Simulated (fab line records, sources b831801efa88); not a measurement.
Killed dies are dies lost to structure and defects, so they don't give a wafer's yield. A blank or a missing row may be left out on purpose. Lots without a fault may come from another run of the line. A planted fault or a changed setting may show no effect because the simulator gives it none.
fab line records | flow gf180mcu
record lots=5 wafers=23
route steps=602 shown TOP_METAL@583 PASSIVATION@593
start_h: hours from the record's first day to the start of the lot's first wafer shown | wait_h: hours since the lot's step before | " the same as in the row above | L1.1+2: a row that stands for several wafers | - no value, or no start given | * or withheld: withheld | < > ~ a bound
route shown NAME@n: a module of which the file shows steps, and the number in the route of the first | usual: mean/standard deviation of fault-free wafers | same: alike in all rows | chamber/n: place in a boat | sites: the reading at each site | _std_site: their standard deviation | _edge_site: outer sites' mean less inner sites' | radius_mm: how far each site lies from the wafer's centre | mask NAME#n: copy n | behind: the tool/chamber that last shaped the wafer | hold: why the lot was held/for how many hours/how that ended | device: the transistor (n, p or np) that didn't switch | end of line: the same wafers' tests at the end of the route | a step without rows: its recipe alone | killed: dies lost to structure and defects at the first sort, not the wafer's yield | map: a wafer's dies, x killed, . not, _ none there
set.NAME: the setting as run; set.NAME@STEP: as run at that earlier step | model.NAME: the simulator's own value behind a step, which no gauge read
lots whose settings were changed on purpose; a table a step, a row a wafer
## steps
# step GF_TOP_METAL_METAL_ETCH_16
# recipe chemistry=Cl2/BCl3 mask_material=NOVOLAK target_depth_nm=1077.5 stop_on=SiO2 pressure_mtorr=8 icp_w=800 bias_w=140 Cl2_flow_sccm=80 bcl3_flow_sccm=40 time_s=179.6
# usual oes_product_au=0.968/0.0082
# columns lot.wafer tool chamber start_h wait_h set.time_s oes_product_au model.TOP_METAL.feature_depth_nm model.NOVOLAK_of_TOP_METAL_COAT_09.thk_nm model.etch.depth_nm
L075.2 rie_metal-02 0 650.63 0.0 179.6 0.970 1027 1049 -
L075.3 " 0 " " 179.6 0.968 1033 1042 -
L075.4 " 1 " " 156.4 1.006 958.6 1098 -
L075.5 " 1 " " 179.6 0.971 1028 1036 -
L075.6 " 0 " " 156.4 1.004 942.6 1103 -
L078.1 rie_metal-03 0 683.94 0.0 179.6 0.966 1031 1056 1031
L078.2 " 1 " " 165.4 0.992 997.3 1074 -
L078.3 " 1 " " 165.4 0.995 990.2 1078 -
L078.5 " 0 " " 179.6 0.960 1024 1057 -
L078.6 " 1 " " 165.4 1.003 993 1079 993
L079.1 rie_metal-01 0 691.04 0.0 179.6 0.961 1024 1053 -
L079.2 " 1 " " 179.6 0.961 1022 1032 -
L079.3 " 1 " " 157.1 1.017 963.6 1088 963.6
L079.5 " 0 " " 179.6 0.959 1024 1054 1024
L079.6 " 1 " " 157.1 1.016 965.8 1090 -
L080.2 rie_metal-03 1 699.10 0.1 179.6 0.961 1016 1045 1016
L080.5 " 1 " " 179.6 0.959 1013 1038 1013
L080.6 " 1 " " 179.6 0.959 1016 1051 1016
L083.1 rie_metal-02 0 720.85 0.0 165.4 1.010 994.6 1079 994.6
L083.2 " 1 " " 179.6 0.980 1045 1044 -
L083.3 " 0 " " 165.4 0.990 992.4 1078 -
L083.4 " 1 " " 165.4 0.999 1009 1070 -
L083.5 " 1 " " 179.6 0.964 1025 1034 1025
# step GF_TOP_METAL_STRIP_17
# recipe chemistry=O2/N2 power_w=1400 pressure_mtorr=1500 platen_temp_c=250 o2_flow_sccm=3000 n2_flow_sccm=300 overash_fraction=0.5
# usual strip_time_to_endpoint_s=13.17/0.081
# columns lot.wafer tool chamber start_h wait_h set.time_s@TOP_METAL_METAL_ETCH_16 strip_time_to_endpoint_s
L075.2 plasma_asher-03 1 650.80 0.1 179.6 13.25
L075.3 " 0 " " 179.6 13.12
L075.4 " 1 " " 156.4 13.78
L075.5 " 0 " " 179.6 13.09
L075.6 " 1 " " 156.4 13.83
L078.1 plasma_asher-02 0 684.12 0.1 179.6 13.29
L078.2 " 1 " " 165.4 13.50
L078.3 " 0 " " 165.4 13.54
L078.5 " 0 " " 179.6 13.30
L078.6 " 1 " " 165.4 13.56
L079.1 plasma_asher-02 0 691.22 0.1 179.6 13.25
L079.2 " 1 " " 179.6 13.03
L079.3 " 0 " " 157.1 13.66
L079.5 " 1 " " 179.6 13.24
L079.6 " 0 " " 157.1 13.69
L080.2 plasma_asher-04 0 699.39 0.2 179.6 13.19
L080.5 " 0 " " 179.6 13.13
L080.6 " 1 " " 179.6 13.23
L083.1 plasma_asher-03 1 721.03 0.1 165.4 13.58
L083.2 " 0 " " 179.6 13.18
L083.3 " 1 " " 165.4 13.55
L083.4 " 0 " " 165.4 13.46
L083.5 " 1 " " 179.6 13.07
# step GF_PASSIVATION_COAT_06
# recipe spin_rpm=2000 resist_thk_nm=4000
# columns lot.wafer tool chamber start_h wait_h set.resist_thk_nm model.coat_of_PASSIVATION_COAT_06.thk_nm
L075.2 litho_track-04 0 661.79 0.1 4000 4009
L075.3 " 0 " " 4176 4174
L075.4 " 0 " " 4176 4173
L075.5 " 0 " " 4000 4001
L075.6 " 0 " " 4176 4171
L078.1 litho_track-03 0 694.05 0.1 4000 4005
L078.2 " 0 " " 4000 4000
L078.3 " 0 " " 4000 4002
L078.5 " 0 " " 4000 4021
L078.6 " 0 " " 4000 3995
L079.1 litho_track-04 0 700.81 0.1 4094 4117
L079.2 " 0 " " 4000 4008
L079.3 " 0 " " 4000 4006
L079.5 " 0 " " 4000 4005
L079.6 " 0 " " 4094 4109
L080.2 litho_track-02 0 709.41 0.1 4000 3991
L080.5 " 0 " " 4000 4001
L080.6 " 0 " " 4000 3996
L083.1 litho_track-04 0 730.41 0.1 4000 4029
L083.2 " 0 " " 4000 4035
L083.3 " 0 " " 4000 4033
L083.4 " 0 " " 4000 4027
L083.5 " 0 " " 4000 4028
# step GF_PASSIVATION_SOFTBAKE_07
# recipe temp_c=110 time_s=withheld
# step GF_PASSIVATION_EXPOSE_08
# recipe mask_id=Pad target_cd_nm=40000 na=0.57 dose_mj=310
# step GF_PASSIVATION_PEB_09
# recipe temp_c=115 time_s=withheld
# step GF_PASSIVATION_DEVELOP_10
# recipe develop_time_s=60 dev_temp_c=23
# step GF_PASSIVATION_ETCH_11
# recipe chemistry=CF4/O2 target_depth_nm=1800 stop_on=TiN source_w=800 bias_w=150 pressure_mtorr=150 cf4_flow_sccm=80 O2_flow_sccm=10 time_s=400
# columns lot.wafer tool chamber start_h wait_h set.resist_thk_nm@PASSIVATION_COAT_06 model.coat_of_PASSIVATION_COAT_06.thk_nm
L075.2 rie_diel-04 0 671.35 - 4000 2808
L075.3 " 3 " " 4176 2979
L075.4 " 1 " " 4176 2980
L075.5 " 2 " " 4000 2801
L075.6 " 1 " " 4176 2974
L078.1 rie_diel-03 1 703.39 - 4000 2806
L078.2 " 2 " " 4000 2845
L078.3 " 3 " " 4000 2803
L078.5 " 3 " " 4000 2831
L078.6 " 0 " " 4000 2810
L079.1 rie_diel-01 1 710.30 - 4094 2932
L079.2 " 3 " " 4000 2812
L079.3 " 2 " " 4000 2789
L079.5 " 2 " " 4000 2790
L079.6 " 3 " " 4094 2916
L080.2 rie_diel-01 0 718.23 - 4000 2817
L080.5 " 0 " " 4000 2837
L080.6 " 3 " " 4000 2816
L083.1 rie_diel-03 0 739.65 - 4000 2834
L083.2 " 3 " " 4000 2832
L083.3 " 2 " " 4000 2877
L083.4 " 2 " " 4000 2856
L083.5 " 3 " " 4000 2820
# step GF_PASSIVATION_STRIP_12
# recipe chemistry=O2/N2 power_w=1345 pressure_mtorr=1500 platen_temp_c=250 o2_flow_sccm=3000 n2_flow_sccm=300 overash_fraction=0.5
# usual strip_time_to_endpoint_s=36.12/0.26
# columns lot.wafer tool chamber start_h wait_h set.resist_thk_nm@PASSIVATION_COAT_06 strip_time_to_endpoint_s
L075.2 plasma_asher-01 1 671.59 0.1 4000 36.03
L075.3 " 1 " " 4176 38.06
L075.4 " 0 " " 4176 38.05
L075.5 " 0 " " 4000 35.94
L075.6 " 1 " " 4176 37.98
L078.1 plasma_asher-01 1 703.62 0.1 4000 36.01
L078.2 " 0 " " 4000 36.47
L078.3 " 0 " " 4000 35.97
L078.5 " 1 " " 4000 36.32
L078.6 " 0 " " 4000 36.05
L079.1 plasma_asher-01 1 710.54 0.1 4094 37.53
L079.2 " 0 " " 4000 36.09
L079.3 " 0 " " 4000 35.79
L079.5 " 0 " " 4000 35.79
L079.6 " 1 " " 4094 37.32
L080.2 plasma_asher-01 1 718.47 0.1 4000 36.13
L080.5 " 0 " " 4000 36.41
L080.6 " 1 " " 4000 36.14
L083.1 plasma_asher-01 1 739.89 0.1 4000 36.36
L083.2 " 0 " " 4000 36.35
L083.3 " 0 " " 4000 36.83
L083.4 " 1 " " 4000 36.60
L083.5 " 1 " " 4000 36.19
## key
split step=GF_TOP_METAL_METAL_ETCH_16 setting=time_s stated=179.6 by=wafer
response step=GF_TOP_METAL_METAL_ETCH_16 reading=oes_product_au change=-0.00366 per=1% r=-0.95
response step=GF_TOP_METAL_METAL_ETCH_16 reading=model.TOP_METAL.feature_depth_nm change=+5.14 per=1% r=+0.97
response step=GF_TOP_METAL_METAL_ETCH_16 reading=model.NOVOLAK_of_TOP_METAL_COAT_09.thk_nm change=-3.89 per=1% r=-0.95
response step=GF_TOP_METAL_METAL_ETCH_16 reading=model.etch.depth_nm change=+4.62 per=1% r=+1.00
response step=GF_TOP_METAL_STRIP_17 reading=strip_time_to_endpoint_s change=* per=1% r=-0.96
split step=GF_PASSIVATION_COAT_06 setting=resist_thk_nm stated=4000 by=wafer
response step=GF_PASSIVATION_COAT_06 reading=model.coat_of_PASSIVATION_COAT_06.thk_nm change=+39.8 per=1% r=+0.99
response step=GF_PASSIVATION_ETCH_11 reading=model.coat_of_PASSIVATION_COAT_06.thk_nm change=+42.5 per=1% r=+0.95
response step=GF_PASSIVATION_STRIP_12 reading=strip_time_to_endpoint_s change=* per=1% r=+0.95
